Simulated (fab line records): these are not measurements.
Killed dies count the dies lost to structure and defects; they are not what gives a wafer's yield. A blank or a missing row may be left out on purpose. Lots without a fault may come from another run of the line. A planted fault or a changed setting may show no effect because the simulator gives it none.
Which tool was responsible? -- flow gf180mcu -- 12 lots, 36 wafers sampled, at 5 steps of a route of 602

== WHAT THE GAUGES SHOWED, per wafer ==
GF_MIM_RS_MEAS_10: measures by four-point-probe.
lot,measured,on,MIM_ALCU_RS (ohm/sq)
L418,day 24 12:30,film_metro-02,0.1576 0.1605 0.1589
L419,day 24 18:20,film_metro-03,0.1574 0.1573 0.1616
L423,day 26 02:19,film_metro-03,0.1616 0.1606 0.1615
L427,day 27 08:58,film_metro-02,0.1565 0.1589 0.1588
L428,day 27 16:47,film_metro-04,0.1624 0.1578 0.1573
L430,day 28 08:18,film_metro-04,0.1642 0.1596 0.1597
L431,day 28 12:02,film_metro-03,0.1584 0.1600 0.1592
L434,day 29 17:32,film_metro-04,0.1604 0.1554 0.1575
L436,day 30 12:08,film_metro-04,0.1579 0.1572 0.1602
L437,day 30 19:11,film_metro-02,0.1572 0.1578 0.1576
L438,day 30 22:04,film_metro-02,0.1561 0.1602 0.1617
L440,day 31 07:06,film_metro-02,0.1556 0.1587 0.1555

GF_M5_CD_MEAS_07 targets a cd of 280 nm.
lot,measured,on,cd_nm (nm)
L418,day 26 08:01,cd_sem-01,279.5 280.4 281.2
L419,day 26 13:42,cd_sem-02,280.2 281.1 280.6
L423,day 27 20:46,cd_sem-01,278.8 280.5 278.9
L427,day 29 01:17,cd_sem-02,257.2 256.0 256.8
L428,day 29 08:21,cd_sem-01,256.6 257.6 256.1
L430,day 29 22:12,cd_sem-01,279.5 278.8 279.8
L431,day 30 02:17,cd_sem-02,278.6 278.6 277.8
L434,day 31 05:29,cd_sem-02,282.6 283.9 282.6
L436,day 31 23:55,cd_sem-01,280.1 280.0 279.8
L437,day 32 04:59,cd_sem-01,280.1 281.4 281.1
L438,day 32 09:02,cd_sem-01,279.3 280.1 279.4
L440,day 32 17:34,cd_sem-01,278.0 278.8 279.3

== WHAT TOOL EACH LOT RAN ON (gives the tool, then ch and the chambers of the sampled wafers, and finally the start) ==
lot,GF_MIM_SPUTTER_02,GF_MIM_SPUTTER_09,GF_M5_PEB_05
L418,"pvd_sputter-04, day 24 12:12","pvd_sputter-01, day 24 12:27","litho_track-04 ch 0, day 26 07:41"
L419,"pvd_sputter-03, day 24 18:03","pvd_sputter-04, day 24 18:18","litho_track-04 ch 0, day 26 13:21"
L423,"pvd_sputter-04, day 26 01:59","pvd_sputter-01, day 26 02:14","litho_track-02 ch 0, day 27 20:27"
L427,"pvd_sputter-01, day 27 08:41","pvd_sputter-03, day 27 08:56","litho_track-02 ch 0, day 29 00:56"
L428,"pvd_sputter-01, day 27 16:29","pvd_sputter-04, day 27 16:44","litho_track-02 ch 0, day 29 08:01"
L430,"pvd_sputter-01, day 28 08:01","pvd_sputter-04, day 28 08:16","litho_track-04 ch 0, day 29 21:51"
L431,"pvd_sputter-01, day 28 11:45","pvd_sputter-03, day 28 12:00","litho_track-04 ch 0, day 30 01:54"
L434,"pvd_sputter-04, day 29 17:13","pvd_sputter-01, day 29 17:28","litho_track-04 ch 0, day 31 05:10"
L436,"pvd_sputter-03, day 30 11:48","pvd_sputter-04, day 30 12:03","litho_track-04 ch 0, day 31 23:36"
L437,"pvd_sputter-03, day 30 18:54","pvd_sputter-01, day 30 19:09","litho_track-02 ch 0, day 32 04:38"
L438,"pvd_sputter-03, day 30 21:47","pvd_sputter-04, day 30 22:02","litho_track-02 ch 0, day 32 08:41"
L440,"pvd_sputter-03, day 31 06:46","pvd_sputter-01, day 31 07:01","litho_track-03 ch 0, day 32 17:06"
- GF_MIM_SPUTTER_02: material AlCu, target thk 450 nm, time 23.9 s.
- GF_MIM_SPUTTER_09: material TiN, target thk 35 nm, time 29.2 s.
- GF_M5_PEB_05: peb time 90 s.

== WHAT THE TOOLS THEMSELVES READ (means of the sampled wafers that have a number; where no wafer has one, the mark that the record gives instead) ==
GF_MIM_SPUTTER_02.
lot,tool,throttle_valve_pct (%)
L418,pvd_sputter-04,29.4
L419,pvd_sputter-03,29.6
L423,pvd_sputter-04,29.7
L427,pvd_sputter-01,30.4
L428,pvd_sputter-01,30.8
L430,pvd_sputter-01,30.5
L431,pvd_sputter-01,30.3
L434,pvd_sputter-04,29.9
L436,pvd_sputter-03,29.9
L437,pvd_sputter-03,30.1
L438,pvd_sputter-03,30.4
L440,pvd_sputter-03,30.2

GF_MIM_SPUTTER_09.
lot,tool,throttle_valve_pct (%)
L418,pvd_sputter-01,30.7
L419,pvd_sputter-04,29.8
L423,pvd_sputter-01,30.2
L427,pvd_sputter-03,30.1
L428,pvd_sputter-04,29.9
L430,pvd_sputter-04,29.9
L431,pvd_sputter-03,30.4
L434,pvd_sputter-01,30.7
L436,pvd_sputter-04,30.5
L437,pvd_sputter-01,30.7
L438,pvd_sputter-04,29.6
L440,pvd_sputter-01,30.7

GF_M5_PEB_05.
lot,tool,exhaust_pa (Pa),heater_power_total_W (W),plate_temp_C (C)
L418,litho_track-04,44.4,85.71,134.95
L419,litho_track-04,43.8,85.68,135.00
L423,litho_track-02,45.2,85.64,135.06
L427,litho_track-02,43.8,101.68,154.02
L428,litho_track-02,43.9,101.55,154.17
L430,litho_track-04,44.5,85.71,134.90
L431,litho_track-04,45.1,85.76,135.00
L434,litho_track-04,45.4,85.65,134.77
L436,litho_track-04,45.3,85.70,134.92
L437,litho_track-02,45.5,85.72,135.15
L438,litho_track-02,45.4,85.67,135.04
L440,litho_track-03,45.7,85.67,134.99

== THE ANSWER, worked out from the rows above alone ==
Rule: the usual values come from the lots themselves. Put in order of their means at a reading, lots are off if they are a third of the lots or fewer, leave a main group of 4 or more, and stand apart from it by a gap of 3 or more times the standard deviation of the main group's means; of several such gaps the widest counts. Not used: any main group whose means are identical at the precision the tables above print for the reading. A lot without any number at a reading at which 4 lots or more have one is off too. All remaining lots with rows at the step are treated as sound. After the gauges, taken in route order, come the tools' own readings; for these a lot's mean is taken, as printed above. At the first step where some lot is off, the reading lying furthest off is the one used; lots without a number count as furthest.
Off: L427, L428 (GF_M5_CD_MEAS_07, cd_nm). Main group: mean 280.0 nm, sd 1.3.
A tool fits if, at a process step before that reading, it ran every lot that is off, and no sound lot after the first of them. Not tried: the gauges at GF_M5_CD_MEAS_07; whatever is off there is also off at GF_M5_PEB_05, on other tools, and gauge error can't account for it. None of those tried fits.

== WHAT WAS PUT IN BY THE SIMULATOR ==
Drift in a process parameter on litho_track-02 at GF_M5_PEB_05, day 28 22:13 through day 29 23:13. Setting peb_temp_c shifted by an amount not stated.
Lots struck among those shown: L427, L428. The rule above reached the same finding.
